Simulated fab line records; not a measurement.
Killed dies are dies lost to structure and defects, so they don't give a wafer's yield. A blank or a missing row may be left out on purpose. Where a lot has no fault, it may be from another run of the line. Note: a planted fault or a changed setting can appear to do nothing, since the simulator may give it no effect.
fab line records | flow sky130
[record] lots = 11 wafers = 33 last-day = 50
route steps=708 shown METAL3@568 VIA3@575 PAD_OPEN@708
lots that met no fault: taken from a fault-free run of the same line
start-h: the number of hours between the record's first day and the start of the first shown wafer of the lot | wait-h: time in hours since the lot's previous step | " the same as in the row above | L1.1+2: several wafers, shown together as one row | - value missing, or start not given | * or withheld: withheld | < > ~ a bound
route shown NAME@n: names a module that has steps shown in the file, with the first one's number in the route | usual: average and standard deviation across the fault-free wafers | same: alike in all rows | chamber/n: place in a boat | sites: each site's reading | _std_site: the standard deviation of these | _edge_site: the outer-site mean with the inner-site mean subtracted | radius-mm: for every site, how far away it sits from the centre of the wafer | mask NAME#n: copy n | behind: the most recent tool/chamber to have shaped the wafer | hold: why the lot was held/for how many hours/how that ended | device: the n, p or np transistor that did not switch | end of line: at the end of the route, the tests of the same wafers | where a step has no rows: the recipe by itself | killed: not the wafer's yield, but the dies lost to structure and defects at the first sort | map: a wafer's dies, marking killed ones x, the rest . and places with no die _
set.NAME: the setting that was run; set.NAME@STEP: the one run at that earlier step | model.NAME: the simulator's own value behind a step, which no gauge read
route steps across a sampled set of lots; one table per step, one row per wafer
services: when a tool's chamber went out of use (start-h, in hours from the record's first day, below 0 if earlier), for how many hours, and the reason
[[steps]]
[step SKY_METAL3_METAL_ETCH_18]
[recipe] target-depth-a = 8450 stop-on = SiO2 over-etch-frac = 0.3 time-s = 183.1 chemistry = Cl2/BCl3 resist-sidewall-deg = 88 pressure-mtorr = 10 icp-w = 900 bias-w = 48.5 Cl2_flow_sccm = 60 bcl3-flow-sccm = 30
[usual] bcl3-flow-sccm = 30.01/0.087 bias-w = 48.48/0.14 drypump-motor-current-A = 5.9/0.33 mfc-cl2-sccm = 60.01/0.2 oes-product-au = 0.867/0.0058 rf-fwd-power-W = 897.0/2.4 throttle-valve-pct = 22.264/0.0092
// columns lot.wafer tool chamber start-h wait-h bcl3-flow-sccm bias-w drypump-motor-current-A mfc-cl2-sccm oes-product-au rf-fwd-power-W rf-hours-counter-h throttle-valve-pct
L419.1 rie-metal-04 0 898.21 0.0 30.11 48.35 6.0 59.84 0.872 895.5 9 22.269
L419.5 " 0 " " 29.92 48.34 6.0 59.95 0.874 895.4 - 22.265
L419.6 " 0 " " 30.02 48.35 5.9 59.80 0.879 894.5 - 22.269
L420.2 rie-metal-02 1 904.77 0.0 29.78 48.24 6.0 60.19 0.872 900.0 3 22.265
L420.3 " 0 " " 30.02 48.46 6.3 60.24 0.873 898.4 - 22.285
L420.6 " 0 " " 30.06 48.32 6.3 60.15 0.874 898.7 - 22.262
L421.3 rie-metal-02 1 914.32 0.1 30.02 48.59 6.0 60.25 0.874 898.9 - 22.269
L421.4 " 0 " " 29.90 48.22 6.3 60.18 0.872 898.6 - 22.275
L421.6 " 0 " " 29.83 48.31 6.3 60.32 0.881 892.9 - 22.276
L427.1 rie-metal-02 1 959.51 0.0 29.97 48.29 6.0 60.04 0.871 895.9 5 22.272
L427.3 " 1 " " 29.86 48.47 6.0 59.86 0.869 897.6 - 22.261
L427.6 " 1 " " 29.93 48.21 6.0 60.16 0.863 898.9 - 22.260
L428.1 rie-metal-04 1 959.86 0.0 30.02 48.34 5.9 60.03 0.869 897.8 2 22.268
L428.2 " 0 " " 30.04 48.35 6.0 60.02 0.868 893.2 12 22.273
L428.3 " 0 " " 29.92 48.48 5.9 59.89 0.864 893.7 - 22.255
L433.1 rie-metal-01 0 993.51 0.0 30.09 48.52 5.1 60.03 0.865 897.3 14 22.267
L433.2 " 1 " " 29.99 48.47 6.0 59.99 0.867 894.3 7 22.249
L433.3 " 0 " " 29.98 48.43 5.1 59.99 0.872 898.7 - 22.259
L435.1 rie-metal-02 1 1032.91 0.0 30.17 48.19 6.1 60.00 0.857 893.7 11 22.260
L435.2 " 0 " " 30.07 48.53 6.3 59.90 0.865 896.0 2 22.264
L435.3 " 0 " " 29.92 48.71 6.3 60.15 0.863 892.7 - 22.262
L437.4 rie-metal-02 1 1034.39 0.1 29.97 48.48 6.0 60.08 0.864 896.4 - 22.259
L437.5 " 1 " " 29.90 48.51 6.0 60.20 0.865 898.0 - 22.268
L437.6 " 0 " " 29.98 48.50 6.3 60.11 0.867 896.0 - 22.270
L439.1 rie-metal-02 0 1039.01 0.0 29.79 48.79 6.3 59.83 0.865 893.8 3 22.274
L439.4 " 0 " " 29.87 48.34 6.3 59.91 0.869 895.3 - 22.267
L439.5 " 0 " " 29.98 48.46 6.3 60.17 0.859 895.4 - 22.248
L441.4 rie-metal-01 0 1047.13 0.1 29.90 48.58 5.1 60.05 0.872 899.5 - 22.256
L441.5 " 1 " " 30.10 48.52 6.0 60.01 0.875 896.9 - 22.266
L441.6 " 0 " " 29.94 48.36 5.1 59.72 0.862 899.1 - 22.272
L442.2 rie-metal-01 0 1053.56 0.0 29.92 48.58 5.1 59.71 0.863 898.3 17 22.261
L442.3 " 1 " " 30.02 48.60 6.0 60.27 0.879 893.2 - 22.254
L442.4 " 0 " " 29.98 48.81 5.1 60.00 0.867 897.3 - 22.263
[step SKY_VIA3_CMP_02]
[recipe] material = SiO2 down-force-psi = 4 platen-rpm = 60 pad-velocity-m-s = 0.94248
[usual] motor-current-A = 11.7/1.3 slurry-flow-ml-min = 150.0/0.42
// columns lot.wafer tool chamber start-h wait-h motor-current-A slurry-flow-ml-min
L419.1 cmp-01 1 899.52 0.1 13.9 150.2
L419.5 " 3 " " 10.2 148.9
L419.6 " 0 " " 11.1 150.1
L420.2 cmp-02 2 906.15 0.2 11.7 150.3
L420.3 " 3 " " 13.6 149.6
L420.6 " 0 " " 11.7 150.0
L421.4 cmp-01 0 915.71 0.5 11.3 150.5
L421.3 " 1 " " 14.2 149.3
L421.6 " 0 " " 10.9 150.0
L427.3 cmp-02 1 960.59 0.1 11.7 150.0
L427.1 " 2 " " 11.8 149.9
L427.6 " 0 " " 11.7 150.4
L428.1 cmp-01 1 960.85 0.1 13.5 150.1
L428.2 " 2 " " 11.8 149.4
L428.3 " 3 " " 10.0 150.5
L433.2 cmp-01 1 994.51 0.0 13.2 150.2
L433.1 " 2 " " 11.4 150.6
L433.3 " 0 " " 10.7 150.0
L435.2 cmp-01 2 1033.90 0.0 11.9 150.1
L435.1 " 3 " " 9.6 150.0
L435.3 " 1 " " 13.6 151.0
L437.4 cmp-01 0 1035.43 0.1 11.4 150.3
L437.6 " 2 " " 11.7 150.4
L437.5 " 3 " " 10.1 150.2
L439.4 cmp-01 3 1040.06 0.1 9.5 149.5
L439.1 " 1 " " 13.6 149.5
L439.5 " 2 " " 12.3 150.1
L441.4 cmp-01 2 1048.22 0.2 11.7 150.2
L441.5 " 3 " " 9.9 150.0
L441.6 " 0 " " 11.4 150.2
L442.3 cmp-01 2 1054.65 0.0 11.5 150.7
L442.4 " 3 " " 10.1 150.5
L442.2 " 0 " " 11.5 149.7
[step SKY_VIA3_ETCH_14]
[recipe] chemistry = N2/H2 target = BARC ion-energy-ev = 200 source-w = 500 bias-w = 100 pressure-mtorr = 30 n2-flow-sccm = 100 h2-flow-sccm = 200 stop-on = SiO2 time-s = 45.9 target-depth-a = 600
[usual] bias-w = 99.96/0.29 drypump-motor-current-A = 5.4/0.39 oes-product-au = 0.855/0.0049 rf-fwd-power-W = 494.4/2 throttle-valve-pct = 13.225/0.0078
// columns lot.wafer tool chamber start-h wait-h bias-w drypump-motor-current-A oes-product-au rf-fwd-power-W rf-hours-counter-h throttle-valve-pct
L419.1 rie-diel-04 1 924.71 0.0 99.87 6.0 0.856 496.8 15 13.221
L419.5 " 2 " " 100.02 5.1 0.860 493.4 - 13.214
L419.6 " 1 " " 99.76 5.9 0.861 498.2 - 13.228
L420.2 rie-diel-04 3 930.53 0.0 100.24 6.1 0.854 494.5 12 13.223
L420.3 " 1 " " 100.43 6.0 0.854 497.2 15 13.225
L420.6 " 3 " " 100.08 6.1 0.852 493.2 - 13.235
L421.3 rie-diel-04 0 940.81 0.0 99.98 5.1 0.854 493.6 21 13.225
L421.4 " 3 " " 99.47 6.1 0.855 496.2 12 13.213
L421.6 " 2 " " 99.82 5.1 0.860 492.1 - 13.232
L427.1 rie-diel-02 0 985.71 0.0 99.39 5.1 0.855 491.2 12 13.225
L427.3 " 1 " " 99.34 5.8 0.857 492.1 9 13.231
L427.6 " 0 " " 99.70 5.1 0.864 494.2 - 13.230
L428.1 rie-diel-04 3 985.77 0.0 99.47 6.1 0.858 492.0 13 13.214
L428.2 " 0 " " 99.87 5.0 0.853 492.8 22 13.222
L428.3 " 2 " " 99.76 5.1 0.846 494.0 21 13.233
L433.1 rie-diel-03 1 1017.37 0.0 99.94 5.4 0.851 496.2 15 13.257
L433.2 " 0 " " 100.42 5.4 0.855 496.3 19 13.232
L433.3 " 2 " " 100.13 5.3 0.862 496.5 23 13.213
L435.1 rie-diel-04 0 1056.96 0.0 113.90 5.0 0.863 492.9 24 13.222
L435.2 " 2 " " 113.43 5.0 0.851 490.2 23 13.231
L435.3 " 1 " " 113.18 5.9 0.850 497.3 18 13.224
L437.4 rie-diel-04 0 1057.99 0.0 113.47 5.1 0.854 495.3 24 13.228
L437.5 " 3 " " 113.56 6.1 0.853 492.6 - 13.239
L437.6 " 0 " " 113.32 5.0 0.848 496.0 - 13.220
L439.1 rie-diel-03 1 1061.72 0.0 100.23 5.4 0.862 495.9 17 13.234
L439.4 " 0 " " 99.81 5.4 0.852 495.4 20 13.228
L439.5 " 0 " " 99.84 5.4 0.861 494.6 - 13.229
L441.4 rie-diel-02 1 1070.22 0.0 100.11 5.8 0.852 496.4 12 13.227
L441.5 " 0 " " 100.31 5.1 0.859 496.7 - 13.236
L441.6 " 1 " " 99.65 5.8 0.857 493.9 - 13.222
L442.2 rie-diel-02 1 1076.21 0.0 100.04 5.8 0.856 491.2 12 13.242
L442.3 " 0 " " 99.71 5.1 0.855 493.3 15 13.220
L442.4 " 3 " " 99.90 5.8 0.852 493.7 26 13.241
[step SKY_VIA3_RS_MEAS_22]
[recipe] thk-meas-gauge = four-point-probe reads = W_of_VIA3_CVD_21+TiN_of_VIA3_SPUTTER_20
[usual] VIA3_W_RS = 0.291/0.0053
// columns lot.wafer tool chamber start-h wait-h VIA3_W_RS[ohm/sq]
L419.1 film-metro-04 - 925.62 0.1 0.296
L419.5 " - " " 0.286
L419.6 " - " " 0.299
L420.2 film-metro-01 - 931.43 0.1 0.296
L420.3 " - " " 0.298
L420.6 " - " " 0.293
L421.3 film-metro-01 - 941.76 0.1 0.286
L421.4 " - " " 0.292
L421.6 " - " " 0.292
L427.1 film-metro-04 - 986.59 0.1 0.294
L427.3 " - " " 0.293
L427.6 " - " " 0.296
L428.1 film-metro-01 - 986.66 0.1 0.284
L428.2 " - " " 0.294
L428.3 " - " " 0.281
L433.1 film-metro-01 - 1018.25 0.1 0.294
L433.2 " - " " 0.295
L433.3 " - " " 0.292
L435.1 film-metro-02 - 1057.93 0.1 0.282
L435.2 " - " " 0.292
L435.3 " - " " 0.292
L437.4 film-metro-01 - 1059.42 0.1 0.288
L437.5 " - " " 0.277
L437.6 " - " " 0.285
L439.1 film-metro-02 - 1062.61 0.1 0.292
L439.4 " - " " 0.291
L439.5 " - " " 0.283
L441.4 film-metro-04 - 1071.16 0.1 0.291
L441.5 " - " " 0.290
L441.6 " - " " 0.282
L442.2 film-metro-02 - 1077.14 0.1 0.296
L442.3 " - " " 0.296
L442.4 " - " " 0.297
[step SKY_PAD_OPEN_PROBE_99]
[usual] defect-limited-yield = 82.1/1.7 killed_at_M0_to_M3 = 44/6.4 killed_at_M4_up = 3.0/1.8 killed-at-contacts = 24/5 killed-at-front-end = 16/4.3 killed-at-other = 0.4/0.76 killed-dies = 88/8.6 killed-open = 47/7.2 killed-short = 40/5.5 sort_bin_3_pad_short = 0.9/0.44 sort_bin_5_function = 10.6/1.5 sort_bin_6_memory = 6.4/1.2 sort-n-pass = 404/8.6 sort-yield-pct = 82.1/1.7
[same] gross-dies = 492 killed-at-back-side = 0 sort_bin_4_leakage[%] = 0 sort_bin_8_speed[%] = 0
// columns lot.wafer tool chamber start-h wait-h defect-limited-yield[%] killed_at_M0_to_M3 killed_at_M4_up killed-at-contacts killed-at-front-end killed-at-other killed-dies killed-open killed-short sort_bin_3_pad_short[%] sort_bin_5_function[%] sort_bin_6_memory[%] sort-n-pass sort-yield-pct[%]
L427.1 prober-01 - 1122.88 0.1 85.0 34 2 14 24 0 74 40 34 1.6 8.1 5.3 418 85.0
L427.3 prober-01 - 1122.98 0.2 81.5 45 4 22 20 0 91 48 43 0.8 10.4 7.3 401 81.5
L427.6 prober-01 - 1123.13 0.2 82.1 44 2 23 19 0 88 43 45 0 12.0 5.9 404 82.1
L442.2 prober-02 - 1195.49 0.1 79.1 49 2 27 25 0 103 68 35 1.0 12.8 7.1 389 79.1
L442.3 prober-02 - 1195.54 0.2 82.9 42 3 20 19 0 84 41 43 1.0 11.4 4.7 408 82.9
L442.4 prober-02 - 1195.59 0.2 78.5 59 2 32 12 1 106 57 49 0.6 13.2 7.7 386 78.5
// killed by level:class
L427.1 VIA1:geometric-particle:open=12 FIELD_ISO:geometric-particle:short=7 CONTACT:geometric-particle:open=7 FIELD_ISO:geometric-particle:open=5 METAL1:geometric-particle:short=5 CONTACT:geometric-particle:short=4 VIA3:geometric-particle:open=4 POLY_GATE:geometric-particle:short=3
L427.3 VIA1:geometric-particle:open=11 CONTACT:geometric-particle:open=9 VIA3:geometric-particle:open=7 VIA1:geometric-particle:short=6 VIA2:geometric-particle:open=6 FIELD_ISO:geometric-particle:open=4 FIELD_ISO:geometric-particle:short=4 POLY_GATE:geometric-particle:open=4
L427.6 VIA1:geometric-particle:open=13 LOCAL_INTERCONNECT:geometric-particle:short=7 METAL3:geometric-particle:short=7 VIA2:geometric-particle:open=6 METAL2:geometric-particle:short=6 FIELD_ISO:geometric-particle:short=5 POLY_GATE:geometric-particle:open=5 CONTACT:geometric-particle:short=5
L442.2 CONTACT:geometric-particle:open=14 VIA1:geometric-particle:open=12 VIA2:geometric-particle:open=10 FIELD_ISO:geometric-particle:short=8 VIA3:geometric-particle:open=7 LI_CONTACT:geometric-particle:open=6 METAL1:geometric-particle:short=6 FIELD_ISO:geometric-particle:open=5
L442.3 VIA1:geometric-particle:open=9 LI_CONTACT:geometric-particle:open=7 FIELD_ISO:geometric-particle:open=6 FIELD_ISO:geometric-particle:short=5 VIA3:geometric-particle:short=5 METAL1:geometric-particle:short=5 VIA2:geometric-particle:short=5 VIA2:geometric-particle:open=5
L442.4 VIA2:geometric-particle:open=13 CONTACT:geometric-particle:open=12 VIA3:geometric-particle:open=10 LI_CONTACT:geometric-particle:open=8 CONTACT:geometric-particle:short=6 METAL2:geometric-particle:short=6 METAL3:geometric-particle:short=6 VIA1:geometric-particle:open=5
[[services]]
// columns tool chamber start-h hours kind
cmp-02 - 875.83 0.6 repair
rie-diel-02 1 877.29 3.6 repair
rie-diel-04 2 905.08 8.6 repair
cmp-02 - 912.00 4.0 pm
rie-metal-04 - 914.62 5.7 repair
rie-diel-04 0 918.25 3.0 repair
cmp-01 - 922.22 2.5 repair
rie-diel-03 2 922.96 3.8 repair
cmp-02 - 929.32 0.3 repair
rie-diel-02 - 930.55 0.5 repair
rie-metal-01 - 942.61 0.2 repair
cmp-01 - 950.25 5.6 pm
rie-diel-02 1 960.33 7.1 repair
cmp-01 - 972.54 0.9 repair
rie-diel-03 0 978.39 14.0 repair
rie-diel-02 - 982.95 0.9 repair
cmp-02 - 988.06 0.8 repair
rie-metal-04 0 988.36 15.6 repair
rie-diel-02 - 994.05 0.5 repair
rie-diel-02 3 1015.17 3.8 repair
cmp-01 - 1018.19 0.4 repair
rie-diel-02 1 1030.39 7.6 repair
rie-metal-02 - 1037.84 0.4 repair
rie-diel-03 - 1047.44 0.3 repair
[[key]]
[first-sign] step = SKY_VIA3_ETCH_14 reading = bias-w direction = up sigmas = 47 usual = 99.96 struck = 113.48
effect none on later readings
met-at SKY_VIA3_ETCH_14
struck-lots L435,L437
not-acting-at SKY_METAL3_METAL_ETCH_18,SKY_VIA3_CMP_02,SKY_VIA3_RS_MEAS_22
onset-between 985.77 1056.96
[fault] kind = process-parameter-drift tool = rie-diel-04 chamber = - onset-h = 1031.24 steps = SKY_VIA3_ETCH_14 channel = bias-w offset = 13.499 shape = step end-h = 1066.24 acts-in = these-recipes-only stated = 100
